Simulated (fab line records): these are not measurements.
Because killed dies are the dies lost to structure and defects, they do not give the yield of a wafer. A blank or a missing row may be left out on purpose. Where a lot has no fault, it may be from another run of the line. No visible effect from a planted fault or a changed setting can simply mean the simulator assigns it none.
Which of the tools did it? :: flow gf180mcu :: Sampling: 6 lots, 18 wafers, 2 of 602 route steps

== WHAT THE GAUGES READ, wafer by wafer ==
GF_STI_THK_MEAS_30.
lot: L739
measured: day 2 12:05
on: filmMetro-01
STI_OXIDATION_02_THK (nm): 9.80 9.85 9.81

lot: L741
measured: day 2 21:08
on: filmMetro-02
STI_OXIDATION_02_THK (nm): 9.67 9.68 9.65

lot: L744
measured: day 3 13:07
on: filmMetro-02
STI_OXIDATION_02_THK (nm): 10.10 10.06 9.96

lot: L746
measured: day 3 23:17
on: filmMetro-03
STI_OXIDATION_02_THK (nm): 10.20 10.12 10.14

lot: L756
measured: day 6 03:38
on: filmMetro-03
STI_OXIDATION_02_THK (nm): 11.77 11.67 11.80

lot: L758
measured: day 6 15:08
on: filmMetro-02
STI_OXIDATION_02_THK (nm): 10.15 10.19 9.99

== WHICH TOOL RAN EACH LOT (tool, then ch and the chambers of the sampled wafers, then the start) ==
lot: L739
GF_STI_OXIDATION_29: furnace-02 ch 0, day 2 10:40

lot: L741
GF_STI_OXIDATION_29: furnace-01 ch 0, day 2 19:43

lot: L744
GF_STI_OXIDATION_29: furnace-01 ch 0, day 3 11:43

lot: L746
GF_STI_OXIDATION_29: furnace-02 ch 0, day 3 21:53

lot: L756
GF_STI_OXIDATION_29: furnace-01 ch 0, day 6 02:15

lot: L758
GF_STI_OXIDATION_29: furnace-02 ch 0, day 6 13:44
- GF_STI_OXIDATION_29: stabilise 600 s, purge 300 s, target thk 10 nm.

== THE ANSWER, worked out from the rows above alone ==
Rule: the usual values come from the lots themselves. The widest of any qualifying gaps counts: lots, ordered by their means at a reading, are off when they make up no more than a third of the lots, leave a main group of 4 or more, and stand apart from it by 3 or more times the standard deviation of that group's means. If all means in a main group match to the digits the tables above print for the reading, that group is not used. A lot without any number at a reading at which 4 lots or more have one is off too. Where the step has rows for the other lots, those lots are counted as sound.
Off: L756, at GF_STI_THK_MEAS_30 (STI_OXIDATION_02_THK). The main group: mean 9.96 nm, standard deviation 0.19.
If a tool, at a process step before that reading, ran all the lots that are off and no sound lot after the first of them, it fits. Gauges at GF_STI_THK_MEAS_30: tried the same way as those tools. Undecided on this evidence; 2 tools fit (furnace-01 at GF_STI_OXIDATION_29, filmMetro-03 at GF_STI_THK_MEAS_30).

== WHAT THE SIMULATOR PUT IN ==
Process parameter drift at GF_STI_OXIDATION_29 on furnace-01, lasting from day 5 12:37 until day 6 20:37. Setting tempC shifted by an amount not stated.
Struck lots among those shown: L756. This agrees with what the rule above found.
